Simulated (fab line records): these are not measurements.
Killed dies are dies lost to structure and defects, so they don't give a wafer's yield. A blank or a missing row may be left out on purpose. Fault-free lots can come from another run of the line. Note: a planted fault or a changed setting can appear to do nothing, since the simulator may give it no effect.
fab line records	flow sfq_line
record: lots: 6	wafers: 18	last_day: 91
route steps=325 shown M3@122 I3@133
lots with no fault: from the same line, run without faults
start_h: the number of hours between the record's first day and the start of the first shown wafer of the lot	wait_h: hours elapsed since this lot's preceding step	" same as the row above	L1.1+2: several wafers, shown together as one row	- value missing, or start not given	* or withheld: withheld	< > ~ a bound
route shown NAME@n: names a module that has steps shown in the file, with the first one's number in the route	usual: mean/standard deviation taken from wafers without a fault	same: alike in all rows	chamber/n: place in a boat	sites: each site's reading	_std_site: their standard deviation	_edge_site: inner sites' mean taken away from outer sites' mean	radius_mm: how far each site lies from the wafer's centre	mask NAME#n: copy n	behind: the most recent tool/chamber to have shaped the wafer	hold: why the lot went on hold/how many hours it stayed there/how the hold came to an end	device: whichever transistor did not switch (one of n, p or np)	end of line: tests of these same wafers at the route's end	a step without rows: its recipe alone	killed: at the first sort, the dies lost to defects and structure; wafer yield is something else	map: dies across one wafer; x = killed, . = not, _ = none there
set.NAME: the setting as run; set.NAME@STEP: as run at that earlier step	model.NAME: the simulator's own value behind a step, which no gauge read
a table for each step, a row for each wafer; lots at some steps of the route
services: from which hour (start_h, from the record's first day; less than 0 if before it) a tool's chamber was out of use, for how many hours, and why
== steps ==
step: SFQ_TRILAYER_M3_LITHO_COAT_080
recipe: resist: BARC	spin_rpm: 3000	resist_thk_nm: 62
step: SFQ_TRILAYER_M3_LITHO_COAT_075
recipe: resist: KrF	spin_rpm: 3000	resist_thk_nm: 600
step: SFQ_TRILAYER_M3_LITHO_SOFTBAKE_079
recipe: temp_c: withheld	time_s: withheld	resist: KrF
step: SFQ_TRILAYER_M3_LITHO_EXPOSE_076
recipe: mask_id: M3	na: 0.6	source_shape: conventional	sigma_outer: 0.65	target_cd_nm: 500	dose_mj: 14.4
step: SFQ_TRILAYER_M3_LITHO_PEB_078
recipe: peb_temp_c: 115	peb_time_s: 60	resist: KrF
step: SFQ_TRILAYER_M3_LITHO_DEVELOP_077
recipe: time_s: 60	resist: KrF
step: SFQ_M3_OVL_MEAS_921
usual: M3_OVL: -1/6.1
lot.wafer	tool	chamber	start_h	wait_h	M3_OVL[nm]
L888.1	overlay-01	-	865.96	0.1	1
L888.3	"	-	"	"	-2
L888.4	"	-	"	"	-1
L892.1	overlay-01	-	894.48	0.1	3
L892.2	"	-	"	"	0
L892.3	"	-	"	"	3
L896.1	overlay-02	-	915.00	0.1	11
L896.3	"	-	"	"	13
L896.4	"	-	"	"	1
L897.1	overlay-01	-	929.53	0.1	-3
L897.4	"	-	"	"	0
L897.5	"	-	"	"	1
L908.2	overlay-01	-	1059.75	0.1	-11
L908.4	"	-	"	"	-2
L908.6	"	-	"	"	-10
L909.1	overlay-01	-	1077.75	0.1	-4
L909.3	"	-	"	"	-4
L909.5	"	-	"	"	1
step: SFQ_TRILAYER_M3_BARC_OPEN_METAL_ETCH_100
recipe: mask_material: PR	chemistry: O2	target_depth_nm: 125	target: BARC	icp_w: 600	bias_w: 80	pressure_mtorr: 10	time_s: 41.7
usual: drypump_motor_current_A: 5.8/0.34	oes_product_au: 0.685/0.0044
lot.wafer	tool	chamber	start_h	wait_h	drypump_motor_current_A	oes_product_au	rf_hours_counter_h
L888.1	rie_metal-04	1	866.00	0.0	6.2	0.689	67
L888.3	"	0	"	"	5.8	0.684	-
L888.4	"	1	"	"	6.2	0.678	-
L892.1	rie_metal-01	0	894.51	0.0	5.5	0.681	138
L892.2	"	1	"	"	5.5	0.693	98
L892.3	"	0	"	"	5.5	0.686	-
L896.1	rie_metal-01	1	915.04	0.0	5.4	0.678	100
L896.3	"	1	"	"	5.4	0.684	-
L896.4	"	0	"	"	5.5	0.684	-
L897.1	rie_metal-02	0	929.56	0.0	5.5	0.682	46
L897.4	"	0	"	"	5.5	0.682	-
L897.5	"	1	"	"	6.3	0.680	-
L908.2	rie_metal-01	1	1059.78	0.0	5.4	0.679	119
L908.4	"	0	"	"	5.5	0.686	-
L908.6	"	0	"	"	5.5	0.688	-
L909.1	rie_metal-01	1	1077.78	0.0	5.4	0.688	121
L909.3	"	1	"	"	5.4	0.685	-
L909.5	"	1	"	"	5.4	0.683	-
step: SFQ_TRILAYER_M3_ETCH_METAL_ETCH_078
recipe: target: Nb	stop_on: SiO2	mask_material: PR	chemistry: Cl2/Ar	target_depth_nm: 240	icp_w: 600	bias_w: 80	pressure_mtorr: 10	time_s: 120
usual: drypump_motor_current_A: 5.8/0.34	oes_product_au: 0.893/0.0071
lot.wafer	tool	chamber	start_h	wait_h	drypump_motor_current_A	oes_product_au	rf_hours_counter_h
L888.1	rie_metal-04	1	866.06	0.0	6.2	0.891	67
L888.3	"	0	"	"	5.8	0.890	-
L888.4	"	1	"	"	6.2	0.891	-
L892.1	rie_metal-01	0	894.57	0.0	5.5	0.900	138
L892.2	"	1	"	"	5.5	0.897	98
L892.3	"	0	"	"	5.5	0.896	-
L896.1	rie_metal-01	1	915.10	0.0	5.4	0.900	100
L896.3	"	1	"	"	5.5	0.895	-
L896.4	"	0	"	"	5.5	0.893	-
L897.1	rie_metal-02	0	929.62	0.0	5.5	0.894	46
L897.4	"	0	"	"	5.5	0.899	-
L897.5	"	1	"	"	6.3	0.896	-
L908.2	rie_metal-01	1	1059.84	0.0	5.4	0.881	119
L908.4	"	0	"	"	5.5	0.887	-
L908.6	"	0	"	"	5.5	0.894	-
L909.1	rie_metal-01	1	1077.84	0.0	5.4	0.895	121
L909.3	"	1	"	"	5.4	0.893	-
L909.5	"	1	"	"	5.4	0.898	-
step: SFQ_TRILAYER_M3_STRIP_STRIP_079
recipe: gas: O2	power_w: 200	platen_temp_c: 40	overash_fraction: 0.65	chemistry: O2	pressure_mtorr: 50
usual: drypump_motor_current_A: 5.8/0.34	oes_product_au: 1.003/0.0075
lot.wafer	tool	chamber	start_h	wait_h	drypump_motor_current_A	oes_product_au	rf_hours_counter_h
L888.1	rie_metal-04	1	866.18	0.1	6.2	1.012	67
L888.3	"	0	"	"	5.8	1.012	-
L888.4	"	1	"	"	6.2	0.999	-
L892.1	rie_metal-01	0	894.70	0.1	5.5	1.019	138
L892.2	"	1	"	"	5.4	0.999	98
L892.3	"	0	"	"	5.5	1.008	-
L896.1	rie_metal-01	1	915.22	0.1	5.5	0.991	100
L896.3	"	1	"	"	5.4	0.997	-
L896.4	"	0	"	"	5.5	1.004	-
L897.1	rie_metal-02	0	929.75	0.1	5.5	0.995	46
L897.4	"	0	"	"	5.5	0.993	-
L897.5	"	1	"	"	6.3	1.003	-
L908.2	rie_metal-01	1	1059.97	0.1	5.4	0.992	119
L908.4	"	0	"	"	5.5	1.000	-
L908.6	"	0	"	"	5.5	1.001	-
L909.1	rie_metal-01	1	1077.97	0.1	5.5	0.989	121
L909.3	"	1	"	"	5.4	0.988	-
L909.5	"	1	"	"	5.5	0.990	-
step: SFQ_TRILAYER_M3_STRIP_SOLV_CLEAN_080
recipe: chemistry: NMP	temp_c: 70	time_s: 600
step: SFQ_TRILAYER_I3_DEP_PECVD_081
recipe: material: SiO2	temp_c: 150	time_s: 111.11	pressure_torr: 2.4	rf_w: 183.3	precursor: SiH4/N2O	target_thk_nm: 500
usual: heater_power_w: 85/18	run_length_s: 139.0/0.68	throttle_valve_pct: 24.0/1
lot.wafer	tool	chamber	start_h	wait_h	heater_power_w	run_length_s	throttle_valve_pct	model.SiO2_of_TRILAYER_I3_DEP_PECVD_081.thk_nm
L888.1	pecvd-01	2	866.96	0.0	91	139.4	24.4	491.2
L888.3	"	1	"	"	125	139.4	24.2	510.6
L888.4	"	0	"	"	83	139.4	23.6	498.7
L892.1	pecvd-04	1	895.47	0.0	60	139.7	25.3	500
L892.2	"	2	"	"	85	138.6	23.2	493.2
L892.3	"	0	"	"	66	138.4	24.2	488.2
L896.1	pecvd-04	2	916.00	0.0	89	112.9	22.8	374
L896.3	"	0	"	"	66	112.8	24.2	373.6
L896.4	"	1	"	"	65	114.6	25.2	387.1
L897.1	pecvd-04	1	930.52	0.0	59	114.4	25.2	388.3
L897.4	"	1	"	"	63	114.7	25.4	386.3
L897.5	"	0	"	"	75	112.5	24.1	383.4
L908.2	pecvd-04	2	1060.74	0.0	87	137.9	23.6	487.3
L908.4	"	2	"	"	91	138.5	23.5	498
L908.6	"	1	"	"	65	139.6	25.6	499.6
L909.1	pecvd-01	0	1078.74	0.0	78	140.2	23.7	491.5
L909.3	"	2	"	"	85	139.5	24.7	494.8
L909.5	"	0	"	"	80	139.7	23.6	503
step: SFQ_TRILAYER_I3_CMP_CMP_082
recipe: material: SiO2	down_force_psi: 3	platen_rpm: 60	pad_velocity_m_s: 0.94248
usual: motor_current_A: 10.1/1.1	retaining_ring_pressure_frac: 1.000/0.0052	time_to_endpoint_s: 215/7.3
lot.wafer	tool	chamber	start_h	wait_h	motor_current_A	retaining_ring_pressure_frac	time_to_endpoint_s
L888.3	cmp-01	3	867.03	0.0	10.0	1.003	217
L888.1	"	0	"	"	8.9	0.994	211
L888.4	"	2	868.53	1.5	10.0	0.993	215
L892.1	cmp-02	2	895.55	0.0	7.8	0.994	227
L892.2	"	3	"	"	11.4	1.005	209
L892.3	"	0	"	"	10.4	0.999	217
L896.1	cmp-02	1	916.08	0.0	9.7	1.001	132
L896.4	"	2	"	"	8.0	1.003	142
L896.3	"	0	917.58	1.5	10.0	1.000	126
L897.1	cmp-02	1	934.60	4.0	9.7	1.010	131
L897.4	"	2	"	"	8.2	0.998	131
L897.5	"	0	936.10	5.5	10.5	0.988	134
L908.4	cmp-01	1	1068.10	7.3	11.4	0.995	212
L908.2	"	3	1069.10	8.3	10.2	1.001	198
L908.6	"	2	1070.60	9.8	10.0	0.994	205
L909.1	cmp-01	1	1086.22	7.4	10.9	0.995	207
L909.3	"	2	"	"	9.8	0.999	207
L909.5	"	1	1088.22	9.4	10.8	0.996	218
step: SFQ_I3_BOW_MEAS_922
recipe: mode: bow
usual: I3_BOW: 3/8.5
lot.wafer	tool	chamber	start_h	wait_h	I3_BOW[um]
L888.1	film_metro-02	-	870.03	2.0	8
L888.3	"	-	"	"	14
L888.4	"	-	"	"	9
L892.1	film_metro-01	-	898.55	2.5	-6
L892.2	"	-	"	"	-6
L892.3	"	-	"	"	2
L896.1	film_metro-02	-	919.08	2.5	8
L896.3	"	-	"	"	3
L896.4	"	-	"	"	3
L897.1	film_metro-02	-	936.60	1.5	-3
L897.4	"	-	"	"	-1
L897.5	"	-	"	"	1
L908.2	film_metro-01	-	1071.12	1.5	1
L908.4	"	-	"	"	11
L908.6	"	-	"	"	14
L909.1	film_metro-01	-	1089.22	2.5	2
L909.3	"	-	"	"	-2
L909.5	"	-	"	"	4
== services ==
tool	chamber	start_h	hours	kind
cmp-02	-	861.13	1.5	repair
pecvd-01	-	863.81	2.8	pm
rie_metal-02	0	871.02	13.8	repair
cmp-01	-	877.46	4.9	pm
pecvd-04	2	885.31	5.4	repair
cmp-02	-	887.97	0.3	repair
rie_metal-02	1	891.52	1.6	repair
pecvd-01	-	903.57	1.0	repair
pecvd-01	-	905.32	1.7	repair
cmp-02	-	919.08	4.0	pm
cmp-02	-	923.08	-	consumable_replace:conditioner
cmp-02	-	923.08	-	consumable_replace:pad
cmp-01	-	948.34	5.9	repair
rie_metal-01	0	968.15	-	clean
rie_metal-01	0	968.15	22.3	scheduled_down
rie_metal-01	0	968.15	22.3	vent_cycle
cmp-02	-	1021.70	5.3	pm
cmp-02	-	1029.37	0.6	repair
rie_metal-04	-	1038.78	0.9	repair
rie_metal-02	-	1053.20	2.8	pm
rie_metal-01	1	1062.94	5.3	repair
cmp-01	-	1073.74	0.5	repair
== key ==
first_sign: step: SFQ_TRILAYER_I3_DEP_PECVD_081	reading: run_length_s	direction: down	sigmas: 37	usual: *	struck: *
effect: step: SFQ_TRILAYER_I3_CMP_CMP_082	reading: time_to_endpoint_s	direction: down	sigmas: 11	usual: *	struck: *
model_effect: step: SFQ_TRILAYER_I3_DEP_PECVD_081	value: SiO2_of_TRILAYER_I3_DEP_PECVD_081.thk_nm	without: 496.4	struck: 382.1
met_at SFQ_TRILAYER_I3_DEP_PECVD_081
struck_wafers L896.1,L896.3,L896.4,L897.1,L897.4,L897.5
onset_between 895.47 916.00
fault: kind: process_parameter_drift	tool: pecvd-04	chamber: -	onset_h: 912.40	steps: SFQ_TRILAYER_I3_DEP_PECVD_081	channel: time_s	offset: *	shape: step	end_h: 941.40	acts_in: *	stated: *
